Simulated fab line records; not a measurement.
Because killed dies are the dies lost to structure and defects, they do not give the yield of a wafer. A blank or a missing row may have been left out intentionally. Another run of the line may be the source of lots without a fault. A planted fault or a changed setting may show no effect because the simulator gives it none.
2 desks looking at one fault || flow sfq line || what lay behind the numbers comes last; until then each desk has only its own

## DESK OF THE TOOL OWNER: pvd sputter-05
The tool's own readings at SFQ_TRILAYER_M4_DEP_SPUTTER_091 (material Nb, target thk 200 nm, time 133.3 s): means of the sampled wafers that have a number, for each lot that ran on this tool. A lot is out of limits, marked OUT, if its mean lies more than 4 standard deviations from the usual mean; the brackets give that distance.
Columns: A = resputter cathode voltage v at SFQ_TRILAYER_M4_DEP_SPUTTER_091, usual 400 V; B = substrate temp c at SFQ_TRILAYER_M4_DEP_SPUTTER_091, usual 19.97 C; C = throttle valve pct at SFQ_TRILAYER_M4_DEP_SPUTTER_091, usual 30.1 %
{"lot": "L838", "first seen here": "day 36 16:18", "A": 401, "B": 19.97, "C": 29.5}
{"lot": "L842", "first seen here": "day 38 17:35", "A": 403, "B": 19.95, "C": 29.4}
{"lot": "L843", "first seen here": "day 42 05:06", "A": 402, "B": 19.97, "C": 29.4}
{"lot": "L846", "first seen here": "day 44 20:58", "A": 397, "B": 19.96, "C": 29.4}
{"lot": "L848", "first seen here": "day 45 02:57", "A": 399, "B": 20.07, "C": 29.3}
{"lot": "L853", "first seen here": "day 47 05:51", "A": 400, "B": 20.06, "C": 29.5}
This desk's verdict: no lot among the 6 shows anything out of limits.

## THE METROLOGY DESK
What the gauges read, lot by lot, whatever tool the lot ran on: means of the sampled wafers that have a number. A lot is out of limits, marked OUT, if its mean lies more than 4 standard deviations from the usual mean; the brackets give that distance.
Columns: A = I3_OVL at SFQ_I3_OVL_MEAS_923, usual -3 nm; B = M4_NB_RS at SFQ_M4_RS_MEAS_924, usual 0.891 ohm/sq
{"lot": "L838", "first seen here": "day 36 15:19", "A": -8, "B": 0.886}
{"lot": "L839", "first seen here": "day 38 06:19", "A": -3, "B": 0.906}
{"lot": "L840", "first seen here": "day 38 09:51", "A": -5, "B": 0.895}
{"lot": "L842", "first seen here": "day 38 16:37", "A": -3, "B": 0.882}
{"lot": "L843", "first seen here": "day 42 04:08", "A": -9, "B": 0.880}
{"lot": "L845", "first seen here": "day 43 18:39", "A": -4, "B": 0.900}
{"lot": "L846", "first seen here": "day 44 19:58", "A": -4, "B": "1.080 (+17) OUT"}
{"lot": "L847", "first seen here": "day 44 22:22", "A": -11, "B": 0.898}
{"lot": "L848", "first seen here": "day 45 01:58", "A": 0, "B": "1.072 (+16) OUT"}
{"lot": "L853", "first seen here": "day 47 04:52", "A": 1, "B": "1.097 (+19) OUT"}
{"lot": "L854", "first seen here": "day 47 06:04", "A": 6, "B": 0.888}
{"lot": "L855", "first seen here": "day 47 10:52", "A": 4, "B": 0.902}
{"lot": "L856", "first seen here": "day 47 14:28", "A": 2, "B": 0.893}
{"lot": "L857", "first seen here": "day 47 18:04", "A": 5, "B": 0.887}
{"lot": "L860", "first seen here": "day 49 01:16", "A": -8, "B": 0.888}
This desk reports L846, L848, L853 out of limits; the earliest was L846 at day 44 21:04 (M4_NB_RS at SFQ_M4_RS_MEAS_924). Within limits: L838, L839, L840, L842, L843, L845, L847, L854, L855, L856, L857, L860.

## PUT TOGETHER
Metrology desk: alarm possible at day 44 21:04 on L846, L848, L853.
The desk of the tool owner found nothing out of limits.
Tool owner's desk: L846, L848, L853 on record, inside its limits.
On pvd sputter-05, each named lot ran SFQ_TRILAYER_M4_DEP_SPUTTER_091.

## WHAT THE SIMULATOR HAD INSERTED
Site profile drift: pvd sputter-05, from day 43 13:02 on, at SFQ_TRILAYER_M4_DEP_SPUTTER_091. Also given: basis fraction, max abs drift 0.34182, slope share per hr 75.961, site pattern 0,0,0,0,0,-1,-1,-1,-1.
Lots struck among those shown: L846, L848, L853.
Delay in hours, fault start to first out-of-limits reading, per desk: metrology desk 32.
